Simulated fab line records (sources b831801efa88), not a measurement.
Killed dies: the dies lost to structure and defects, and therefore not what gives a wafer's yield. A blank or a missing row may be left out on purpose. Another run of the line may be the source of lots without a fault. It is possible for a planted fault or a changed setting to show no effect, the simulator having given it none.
Problem report, 8D (eight disciplines) form, completed by code    flow sky130    the parts of the form that need people (team, actions taken, sign-off) are left out

1. PROBLEM STATEMENT
CONTACT_W_RS at SKY_CONTACT_RS_MEAS_25 reads a mean of 0.249 ohm/sq on 2 wafers of 1 lot; wafers without a fault read 0.340 ohm/sq with a standard deviation of 0.0038. Measured from the usual mean, that is -24 standard deviations.
The step: measures by four-point-probe.
The first sign was on wafer L526.2 at day 36 18:44, on film-metro-02. The record holds 33 wafers of 11 lots with a number at this step. Rule for "out", or "out of limits": more than 4 standard deviations from the usual mean. The other wafers with a number count as sound.

2. WHAT IT IS, WHAT IT ISN'T
question                     is                 is not
which readings at this step  CONTACT_W_RS       -
which lots                   L526               L510, L512, L513, L514, L516, L521, L528, L531, L532, L533
which wafers of those lots   L526.2, L526.5     L526.1
read on which gauges         film-metro-02      film-metro-01, film-metro-03
when                         from day 36 18:44  up to then (19 sound wafers); but 12 sound wafers of L528, L531, L532, L533 came after

3. THE SUSPECTS, EACH WITH WHAT RULES IT OUT
Counting: any tool at a process step up to the reading remains a suspect provided it ran every lot that is out. Sound lots after the first of them don't rule it out here, since some wafers of a struck lot are sound.
- the gauge at SKY_CONTACT_RS_MEAS_25: ruled out. All the wafers that are out were read on film-metro-02, but those of them that SKY_CONTACT_CMP_27 has rows for are out there too, on other tools.
- rie-diel-03 at SKY_CONTACT_ETCH_16 (etches BARC in N2/H2, stops on SiO2, time 45.9 s, target depth 60 nm): kept. It processed L526, the lot that is out, at day 36 17:49, and its most recent sound lot before then was L516 at day 34 00:29.
- cvd-w-01 at SKY_CONTACT_CVD_24 (deposits W, target thk 340 nm, time 102.12 s): kept. It processed L526, the lot that is out, at day 36 18:37, and its most recent sound lot before then was L514 at day 32 19:32.
- Within cvd-w-01 at SKY_CONTACT_CVD_24, the wafers that are out were processed in chamber 1 and their sound lot-mates in chamber 0.
The count leaves cvd-w-01 at SKY_CONTACT_CVD_24 and rie-diel-03 at SKY_CONTACT_ETCH_16.

4. THE CAUSE (what the simulator had put in)
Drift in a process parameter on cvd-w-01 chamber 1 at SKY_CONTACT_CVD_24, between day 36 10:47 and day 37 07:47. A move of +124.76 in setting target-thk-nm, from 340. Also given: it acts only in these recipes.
Counting left 2 suspects, and this tool is among them.

5. SEQUENCE OF EFFECTS, ordered by route
Rows list readings where the struck wafers' mean (over those with a number) sits beyond 3 standard deviations from the usual. Scope: only readings with a usual standard deviation given in the record; hours: median across lots of the time from each lot's start at the first step in this table that gives one to its start at this step; sigmas: change in usual standard deviations.
hours  step                     reading             usual         on struck wafers  change  sigmas
0      SKY_CONTACT_RS_MEAS_25   CONTACT_W_RS        0.340 ohm/sq  0.249             -0.091  -24
0      SKY_CONTACT_THK_MEAS_26  CONTACT_W_THK       345 nm        461               +116    +16
0      SKY_CONTACT_CMP_27       time-to-endpoint-s  81 s          107               +26     +7.2
Process steps it contains:
- SKY_CONTACT_CMP_27: polishes, stops on SiO2, t overpolish 15 s, target thk 0 nm.
Later measuring or inspecting steps at which every struck wafer that the step has a row for has a number for every such reading, and none has moved that far: SKY_METAL1_RS_MEAS_05, SKY_VIA1_THK_MEAS_01.

6. HOW IT WOULD HAVE BEEN CAUGHT EARLIER
In this record the first reading out of limits at a measuring or inspecting step was taken at day 36 18:44, 8 hours after the fault began at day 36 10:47.
No tool reading at SKY_CONTACT_CVD_24 that has a usual standard deviation in the record was out on any struck wafer, so an alarm limit of 4 standard deviations on those readings would not have fired.
Each of the lots that are out, 1 in all, had begun SKY_CONTACT_CVD_24 on cvd-w-01 no later than day 36 18:44. None of them would have been spared by holding the tool at that moment.
